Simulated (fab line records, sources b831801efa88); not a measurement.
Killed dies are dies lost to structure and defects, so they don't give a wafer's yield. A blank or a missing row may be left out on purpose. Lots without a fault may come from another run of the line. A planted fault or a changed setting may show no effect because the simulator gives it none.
fab line records | flow gf180mcu
record lots=15 wafers=45 last_day=34
route steps=602 shown STI@30 DNWELL@40 MVSD@136 MVPSD@139
lots that met no fault: from a run of the same line without faults
start_h: hours from the record's first day to the start of the lot's first wafer shown | wait_h: hours since the lot's step before | " the same as in the row above | L1.1+2: a row that stands for several wafers | - no value, or no start given | * or withheld: withheld | < > ~ a bound
route shown NAME@n: a module of which the file shows steps, and the number in the route of the first | usual: mean/standard deviation of fault-free wafers | same: alike in all rows | chamber/n: place in a boat | sites: the reading at each site | _std_site: their standard deviation | _edge_site: outer sites' mean less inner sites' | radius_mm: how far each site lies from the wafer's centre | mask NAME#n: copy n | behind: the tool/chamber that last shaped the wafer | hold: why the lot was held/for how many hours/how that ended | device: the transistor (n, p or np) that didn't switch | end of line: the same wafers' tests at the end of the route | a step without rows: its recipe alone | killed: dies lost to structure and defects at the first sort, not the wafer's yield | map: a wafer's dies, x killed, . not, _ none there
set.NAME: the setting as run; set.NAME@STEP: as run at that earlier step | model.NAME: the simulator's own value behind a step, which no gauge read
steps of the route over a sample of lots; a table a step, a row a wafer
services: from which hour (start_h, from the record's first day; less than 0 if before it) a tool's chamber was out of use, for how many hours, and why
## steps
# step GF_STI_OXIDATION_29
# recipe temp_c=900 ambient=O2 stabilise_s=600 purge_s=300 target_thk_a=100 ox_time_s=1418
# usual ox_temp_c=900.0/0.45 ox_temp_c_max=907.3/1.4 purge_s=300/0 spike_tc_lower_C=900.7/0.91
# columns lot.wafer tool chamber start_h wait_h ox_temp_c ox_temp_c_max purge_s spike_tc_lower_C
L130.2 furnace-02 0 35.21 4.7 899.4 906.3 300 899.3
L130.4 " 0 " " 900.4 907.9 300 901.8
L130.5 " 0 " " 899.7 909.2 300 901.5
L132.1 furnace-02 0 40.48 1.5 899.9 907.0 300 900.6
L132.3 " 0 " " 900.0 909.2 300 900.6
L132.4 " 0 " " 900.2 906.8 300 899.7
L133.2 furnace-02 0 45.10 0.0 899.6 908.0 300 900.1
L133.5 " 0 " " 900.3 909.9 300 901.0
L133.6 " 0 " " 900.0 907.8 300 900.4
L134.2 furnace-02 0 52.14 0.5 899.4 906.1 300 900.5
L134.3 " 0 " " 899.5 907.5 300 900.7
L134.5 " 0 " " 900.0 907.0 300 899.7
L136.1 furnace-01 0 60.43 0.0 899.7 906.8 300 899.1
L136.2 " 0 " " 899.8 905.4 300 899.6
L136.4 " 0 " " 899.3 904.0 300 901.0
L137.3 furnace-01 0 64.04 0.0 900.3 905.2 300 899.9
L137.4 " 0 " " 900.4 905.4 300 899.5
L137.6 " 0 " " 900.0 906.2 300 900.6
L138.1 furnace-02 0 69.61 0.0 900.8 907.3 300 900.8
L138.3 " 0 " " 900.0 906.0 300 900.3
L138.6 " 0 " " 899.6 908.8 300 900.7
L139.1 furnace-02 0 74.71 0.0 899.8 905.9 300 899.5
L139.3 " 0 " " 899.7 906.4 300 901.2
L139.4 " 0 " " 899.2 907.5 300 900.4
L140.2 furnace-02 0 79.63 0.0 899.4 905.9 300 900.6
L140.3 " 0 " " 899.9 906.8 300 900.4
L140.4 " 0 " " 900.2 907.7 300 900.8
L141.1 furnace-02 - 85.71 0.0 - - - -
L141.2 " - " " - - - -
L141.3 " - " " - - - -
L142.2 furnace-02 - 91.51 1.2 - - - -
L142.3 " - " " - - - -
L142.6 " - " " - - - -
L143.2 furnace-02 - 98.43 1.7 - - - -
L143.4 " - " " - - - -
L143.6 " - " " - - - -
L151.1 furnace-02 0 136.73 0.0 899.8 907.2 300 899.9
L151.3 " 0 " " 900.0 908.7 300 900.1
L151.5 " 0 " " 899.6 906.9 300 901.2
L152.1 furnace-01 0 146.51 0.8 900.3 906.6 300 898.2
L152.2 " 0 " " 900.3 906.9 300 899.8
L152.3 " 0 " " 900.0 906.7 300 901.8
L153.2 furnace-01 0 147.91 0.5 900.7 906.8 300 900.4
L153.3 " 0 " " 900.1 905.5 300 900.9
L153.5 " 0 " " 899.7 904.7 300 899.5
# step GF_DNWELL_STRIP_08
# recipe chemistry=O2/N2 power_w=1400 pressure_mtorr=1500 platen_temp_c=250 o2_flow_sccm=3000 n2_flow_sccm=300 overash_fraction=0.5
# usual chamber_pressure_mTorr=1499.8/1.4 drypump_motor_current_A=5.6/0.64 heater_power_w=336/22 oes_product_au=0.723/0.0046 strip_time_to_endpoint_s=37.31/0.12
# columns lot.wafer tool chamber start_h wait_h chamber_pressure_mTorr drypump_motor_current_A heater_power_w oes_product_au rf_hours_counter_h strip_time_to_endpoint_s
L130.2 plasma_asher-03 0 47.82 0.1 1501.7 5.2 352 0.728 40 37.31
L130.4 " 1 " " 1499.2 5.7 322 0.714 - 37.35
L130.5 " 1 " " 1498.8 5.7 322 0.724 - 37.35
L132.1 plasma_asher-03 0 54.12 0.1 1498.7 5.3 352 0.726 41 37.21
L132.3 " 1 " " 1498.6 5.7 323 0.727 - 37.37
L132.4 " 0 " " 1499.6 5.3 355 0.723 - 37.23
L133.2 plasma_asher-03 1 58.62 0.1 1499.9 5.7 332 0.722 41 37.35
L133.5 " 0 " " 1502.9 5.3 341 0.726 - 37.39
L133.6 " 1 " " 1499.6 5.7 333 0.722 - 37.47
L134.2 plasma_asher-01 0 66.77 0.1 1498.2 6.7 367 0.723 28 37.28
L134.3 " 0 " " 1501.7 6.7 370 0.725 - 37.18
L134.5 " 0 " " 1499.7 6.7 379 0.722 - 37.36
L136.1 plasma_asher-01 1 74.61 0.1 1502.0 5.0 301 0.717 29 37.12
L136.2 " 0 " " 1499.1 6.7 362 0.720 29 37.21
L136.4 " 1 " " 1499.6 5.0 307 0.725 - 37.21
L137.3 plasma_asher-03 1 79.25 0.1 1498.4 5.7 328 0.720 - 37.03
L137.4 " 0 " " 1501.3 5.3 350 0.724 - 37.10
L137.6 " 0 " " 1499.4 5.3 351 0.721 - 37.00
L138.1 plasma_asher-01 0 84.51 0.1 1498.7 6.8 363 0.717 30 37.38
L138.3 " 1 " " 1500.0 5.0 312 0.728 - 37.44
L138.6 " 0 " " 1499.9 6.7 370 0.719 - 37.27
L139.1 plasma_asher-03 1 89.86 0.1 1497.5 5.7 323 0.724 45 37.51
L139.3 " 1 " " 1501.4 5.7 323 0.722 - 37.50
L139.4 " 0 " " 1500.5 5.3 348 0.722 - 37.50
L140.2 plasma_asher-03 0 94.91 0.1 1500.2 5.3 345 0.722 45 37.29
L140.3 " 0 " " 1500.6 5.3 347 0.720 - 37.33
L140.4 " 1 " " 1498.0 5.7 330 0.714 - 37.36
L151.1 plasma_asher-04 1 153.51 0.1 1497.4 6.7 347 0.717 42 37.11
L151.3 " 1 " " 1499.5 6.7 341 0.721 - 37.22
L151.5 " 0 " " 1497.2 5.0 320 0.720 - 37.23
L152.1 plasma_asher-03 1 163.61 0.1 1497.5 5.7 319 0.724 54 37.44
L152.2 " 0 " " 1500.2 5.3 341 0.726 54 37.32
L152.3 " 0 " " 1500.3 5.3 340 0.724 - 37.38
L153.2 plasma_asher-01 0 165.21 0.1 1501.7 6.7 369 0.722 41 37.28
L153.3 " 0 " " 1501.9 6.8 370 0.725 - 37.33
L153.5 " 0 " " 1500.3 6.8 366 0.723 - 37.33
# step GF_VT_IMPLANT_RS_MEAS_46
# recipe thk_meas_gauge=four-point-probe
# usual MVSD_RS=456.2/0.99
# columns lot.wafer tool chamber start_h wait_h MVSD_RS[ohm/sq]
L130.2 film_metro-01 - 164.93 0.1 456.8
L130.4 " - " " 455.6
L130.5 " - " " 455.7
L132.1 film_metro-01 - 170.11 0.1 455.4
L132.3 " - " " 454.9
L132.4 " - " " 454.5
L133.2 film_metro-02 - 176.79 0.1 456.6
L133.5 " - " " 457.1
L133.6 " - " " 457.4
L134.2 film_metro-02 - 187.39 0.1 455.4
L134.3 " - " " 455.4
L134.5 " - " " 454.9
L136.1 film_metro-01 - 198.01 0.1 456.4
L136.2 " - " " 454.8
L136.4 " - " " 454.8
L137.3 film_metro-01 - 202.25 0.1 455.6
L137.4 " - " " 456.8
L137.6 " - " " 457.3
L138.1 film_metro-02 - 208.47 0.1 457.1
L138.3 " - " " 456.5
L138.6 " - " " 456.4
L139.1 film_metro-02 - 216.31 0.1 453.7
L139.3 " - " " 455.4
L139.4 " - " " 454.3
L140.2 film_metro-01 - 224.08 0.1 455.3
L140.3 " - " " 456.5
L140.4 " - " " 456.6
L151.1 film_metro-02 - 296.96 0.1 457.3
L151.3 " - " " 456.7
L151.5 " - " " 455.5
L152.1 film_metro-01 - 311.76 0.1 455.8
L152.2 " - " " 458.6
L152.3 " - " " 457.5
L153.2 film_metro-01 - 313.84 0.1 457.8
L153.3 " - " " 456.8
L153.5 " - " " 457.6
# step GF_VT_IMPLANT_RS_MEAS_49
# recipe thk_meas_gauge=four-point-probe
# usual MVPSD_RS=1164.7/2.3
# columns lot.wafer tool chamber start_h wait_h MVPSD_RS[ohm/sq]
L130.2 film_metro-01 - 165.29 0.1 1162.5
L130.4 " - " " 1166.6
L130.5 " - " " 1162.5
L132.1 film_metro-01 - 170.47 0.1 1165.9
L132.3 " - " " 1164.1
L132.4 " - " " 1167.0
L133.2 film_metro-02 - 177.15 0.1 1168.1
L133.5 " - " " 1165.9
L133.6 " - " " 1166.7
L134.2 film_metro-02 - 187.75 0.1 1161.8
L134.3 " - " " 1164.0
L134.5 " - " " 1163.0
L136.1 film_metro-01 - 198.37 0.1 1162.6
L136.2 " - " " 1166.5
L136.4 " - " " 1164.6
L137.3 film_metro-01 - 202.61 0.1 1164.3
L137.4 " - " " 1160.7
L137.6 " - " " 1162.2
L138.1 film_metro-02 - 208.83 0.1 1161.0
L138.3 " - " " 1166.0
L138.6 " - " " 1162.7
L139.1 film_metro-02 - 216.67 0.1 1159.6
L139.3 " - " " 1164.4
L139.4 " - " " 1162.7
L140.2 film_metro-01 - 224.44 0.1 1164.1
L140.3 " - " " 1167.6
L140.4 " - " " 1162.2
L151.1 film_metro-02 - 297.32 0.1 1165.3
L151.3 " - " " 1164.9
L151.5 " - " " 1166.7
L152.1 film_metro-01 - 312.12 0.1 1159.0
L152.2 " - " " 1160.2
L152.3 " - " " 1163.1
L153.2 film_metro-01 - 314.20 0.1 1164.4
L153.3 " - " " 1165.9
L153.5 " - " " 1163.7
## services
# columns tool chamber start_h hours kind
plasma_asher-04 - 14.33 14.6 pm
furnace-02 - 21.41 5.4 pm
furnace-01 - 27.73 2.9 pm
furnace-01 - 29.92 7.1 repair
plasma_asher-01 - 60.46 1.4 repair
plasma_asher-01 - 85.72 5.2 repair
furnace-01 - 90.53 10.7 repair
plasma_asher-04 - 100.18 51.8 pm
furnace-01 - 116.78 3.8 pm
furnace-02 - 120.88 2.8 pm
## key
first_sign step=GF_STI_OXIDATION_29 reading=tool_record direction=missing
effect none on later readings
met_at GF_STI_OXIDATION_29
struck_lots L141,L142,L143
later_rows_left_out L141.1,L141.2,L141.3,L142.2,L142.3,L142.6,L143.2,L143.4,L143.6
sort_left_out L141.1,L141.2,L141.3,L142.2,L142.3,L142.6,L143.2,L143.4,L143.6
tester_left_out L141,L142,L143
not_acting_at GF_DNWELL_STRIP_08,GF_VT_IMPLANT_RS_MEAS_46,GF_VT_IMPLANT_RS_MEAS_49
onset_between 79.63 85.71
fault kind=skipped_step_whole tool=furnace-02 chamber=- onset_h=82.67 steps=GF_STI_OXIDATION_29 scope=struck_lots_only
# tester_left_out: of these lots the tester's yield and bins aren't shown, on N5 and GAA mostly nor the transistor test; their killed dies are dies lost to structure and defects alone, not to doping, threshold or leakage, so they don't give the yield
# sort_left_out: the simulated sort isn't trusted on such a fault, so these wafers' sort isn't shown, and their yield isn't known
# later_rows_left_out: the simulator's readings of these wafers behind a module that went badly wrong aren't trusted and aren't shown, but for the sort
